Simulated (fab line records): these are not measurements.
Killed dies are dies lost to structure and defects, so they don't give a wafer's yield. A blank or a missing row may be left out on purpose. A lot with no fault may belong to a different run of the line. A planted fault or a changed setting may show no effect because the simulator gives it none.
Comparing a struck lot with a sound one :: flow sky130 :: 44 out of 708 route steps
Sound: the wafers L503.3, L503.4, L503.6. Struck: wafer L517.3 (left out: L517.5, a lot-mate that was not struck); the cause follows at the end.
Each step with rows lists, per side, the tool, then ch with its chambers, then its first start. Under that, the readings that differ: sound wafers :: struck wafers :: difference of the means :: sigmas: that difference in standard deviations of wafers without a fault.
alike: a reading whose means differ by less than 2 such deviations, as well as words and numbers matching on both sides. not compared: withheld readings; readings where some wafer has no value; bounds like >300 that might hide an equal value; numbers whose values overlap and for which the record gives no deviation.
Wherever a step has rows on one side only, a row that says differs or no value, or a row with sigmas, the two part there. When numbers do not overlap yet have no deviation, they are printed without sigmas and do not part them. A reading that every wafer of one side lacks parts them only if that side has two wafers or more.

SKY_VIA3_CD_MEAS_12: target cd 200 nm.
  sound: cdSem-01 at day 40 19:16; struck: cdSem-01 at day 44 20:49
  alike: cdNm
SKY_VIA3_OVL_MEAS_13:
  sound: overlay-02 at day 40 19:21; struck: overlay-01 at day 44 20:55
  alike: VIA3_OVL
SKY_VIA3_ETCH_14: etches BARC in N2/H2, stops on SiO2, time 45.9 s, target depth 60 nm.
  sound on rieDiel-04 ch 0,3, day 40 19:24; struck on rieDiel-02 ch 3, day 44 20:56
reading: rfHoursCounterH (h)
sound: - - -
struck: 15
difference: no value on the sound wafers
sigmas: 

reading: throttleValvePct (%)
sound: 13.220 13.219 13.210
struck: 13.236
difference: +0.020
sigmas: +2
  alike: drypumpMotorCurrentA, n2FlowSccm, oesProductAu
SKY_VIA3_ETCH_15: etches SiO2 in C4F8/O2/Ar, stops on TiN, target depth 507 nm, time 78 s.
  sound on rieDiel-04 ch 0,3, day 40 19:28; struck on rieDiel-02 ch 3, day 44 20:58
reading: oesProductAu (a.u.)
sound: 0.938 0.952 0.944
struck: 0.960
difference: +0.015
sigmas: +3
then, 6 steps without rows for these wafers: SKY_VIA3_STRIP_16 (strips in O2/N2); SKY_VIA3_STRIP_17 (strips in post etch residue remover, time 1200 s); SKY_VIA3_CLEAN_18 (cleans in IPA, time 180 s); SKY_VIA3_CLEAN_19 (cleans in O3/DIW); SKY_VIA3_SPUTTER_20 (material TiN, target thk 20 nm, time 80 s); SKY_VIA3_CVD_21 (deposits W, target thk 390 nm, time 117.31 s).
SKY_VIA3_RS_MEAS_22: the measuring method here is four-point-probe.
  sound: filmMetro-01 at day 40 20:21; struck: filmMetro-04 at day 44 21:51
  alike: VIA3_W_RS
SKY_VIA3_THK_MEAS_23: measures by xrf.
  sound: filmMetro-01 at day 40 20:27; struck: filmMetro-04 at day 44 21:57
  alike: VIA3_W_THK
SKY_VIA3_CMP_24: polishes, stops on SiO2, t overpolish 20 s, target thk 0 nm.
  sound on cmp-02 ch 1,2, day 40 20:29; struck on cmp-02 ch 0, day 44 22:02
reading: motorCurrentA (A)
sound: 11.6 7.7 7.7
struck: 11.9
difference: +2.9
sigmas: +2

reading: timeToEndpointS (s)
sound: 93 92 94
struck: 50
difference: -43
sigmas: -14

reading: model.SiO2_of_VIA3_HDPCVD_00.thkNm (nm)
sound: 460.4 461.2 462.3
struck: 458.2
difference: -3.1
sigmas: 
  alike: overpolishRunS
SKY_METAL4_SPUTTER_00: material Ti, target thk 15 nm, time 10 s.
  sound: pvdSputter-02 at day 40 20:47; struck: pvdSputter-03 at day 44 22:17
  alike: throttleValvePct
then, 4 steps without rows for these wafers: SKY_METAL4_SPUTTER_01 (material TiN, target thk 20 nm, time 16.7 s); SKY_METAL4_SPUTTER_02 (material AlCu, target thk 735 nm, time 39.1 s); SKY_METAL4_SPUTTER_03 (material Ti, target thk 5 nm, time 3.3 s); SKY_METAL4_SPUTTER_04 (material TiN, target thk 70 nm, time 58.3 s).
SKY_CAP2M_CVD_00: deposits SiO2, target thk 15.5 nm.
  sound on pecvd-02 ch 0,1,2, day 40 20:57; struck on pecvd-03 ch 0, day 44 22:26
  alike: heaterPowerW
SKY_CAP2M_THK_MEAS_01:
  sound: filmMetro-02 at day 40 20:59; struck: filmMetro-03 at day 44 22:29
  alike: CAP2M_CVD_00_THK
then, 1 step without rows for these wafers: SKY_CAP2M_SPUTTER_02 (material TiN, target thk 200 nm, time 166.7 s).
SKY_CAP2M_RS_MEAS_03: the measuring method here is four-point-probe.
  sound: filmMetro-02 at day 40 21:11; struck: filmMetro-02 at day 44 22:40
  alike: CAP2M_TIN_RS
SKY_CAP2M_THK_MEAS_04: measures by xrf.
  sound: filmMetro-02 at day 40 21:17; struck: filmMetro-02 at day 44 22:46
  alike: CAP2M_TIN_THK
then, 7 steps without rows for these wafers: SKY_CAP2M_DEHYDRATE_05 (time 60 s); SKY_CAP2M_HMDS_06 (prime time 60 s); SKY_CAP2M_COAT_07 (resist thk 1140 nm); SKY_CAP2M_SOFTBAKE_08 (time 60 s); SKY_CAP2M_EXPOSE_09 (exposes mask CAP2M, target cd 1000 nm); SKY_CAP2M_PEB_10; SKY_CAP2M_DEVELOP_11 (develop time 60 s).
SKY_CAP2M_OVL_MEAS_12:
  sound: overlay-02 at day 41 20:21; struck: overlay-01 at day 45 19:29
  alike: CAP2M_OVL
SKY_CAP2M_METAL_ETCH_13: etches TiN in Cl2/BCl3, stops on SiO2, target depth 220 nm, time 62.9 s.
  sound on rieMetal-01 ch 0, day 41 20:25; struck on rieMetal-03 ch 1, day 45 19:32
reading: drypumpMotorCurrentA (A)
sound: 6.3 6.3 6.3
struck: 5.1
difference: -1.2
sigmas: -2
  alike: oesProductAu, throttleValvePct
  not compared: rfHoursCounterH
then, 10 steps without rows for these wafers: SKY_CAP2M_STRIP_14 (strips in O2/N2); SKY_CAP2M_STRIP_15 (strips in post etch residue remover, time 1200 s); SKY_CAP2M_CLEAN_16 (cleans in IPA, time 180 s); SKY_CAP2M_CLEAN_17 (cleans in O3/DIW); SKY_METAL4_DEHYDRATE_05 (time 60 s); SKY_METAL4_HMDS_06 (prime time 60 s); SKY_METAL4_COAT_07 (resist thk 60 nm); SKY_METAL4_COAT_08 (resist thk 1140 nm); SKY_METAL4_SOFTBAKE_09 (time 90 s); SKY_METAL4_EXPOSE_10 (exposes mask MM4, target cd 300 nm).
SKY_METAL4_METAL_ETCH_18: etches the open film in Cl2/BCl3, stops on SiO2, target depth 845 nm, time 183.1 s.
  sound on rieMetal-03 ch 0,1, day 42 21:14; struck on rieMetal-02 ch 0, day 46 16:13
reading: drypumpMotorCurrentA (A)
sound: 4.9 5.1 4.9
struck: 5.9
difference: +0.9
sigmas: +2

reading: model.SiO2_of_VIA3_HDPCVD_00.thkNm (nm)
sound: 435 435.6 436.8
struck: 432.4
difference: -3.4
sigmas: 
  alike: oesProductAu, throttleValvePct
  not compared: rfHoursCounterH
-- the record jumps here: 3 days lie between the struck wafers' starts before and after (it left off in module METAL4 and takes up again in module PAD_OPEN, whose first step shown is number 708 of the route) --
SKY_PAD_OPEN_PROBE_99:
  sound: prober-02 at day 46 19:12; struck: prober-02 at day 50 00:56
  alike: defectLimitedYield, killed_at_M0_to_M3, killed_at_M4_up, killedAtContacts, killedAtFrontEnd, killedAtOther, killedDies, killedOpen, killedShort, sort_bin_3_pad_short, sort_bin_5_function, sort_bin_6_memory, sortNPass, sortYieldPct

## WHERE THEY PART
At SKY_VIA3_ETCH_14 first; at SKY_METAL4_METAL_ETCH_18 last (within this record only). Later steps at which nothing parts them and some readings are alike: SKY_PAD_OPEN_PROBE_99.

WHY: the cause the simulator had injected
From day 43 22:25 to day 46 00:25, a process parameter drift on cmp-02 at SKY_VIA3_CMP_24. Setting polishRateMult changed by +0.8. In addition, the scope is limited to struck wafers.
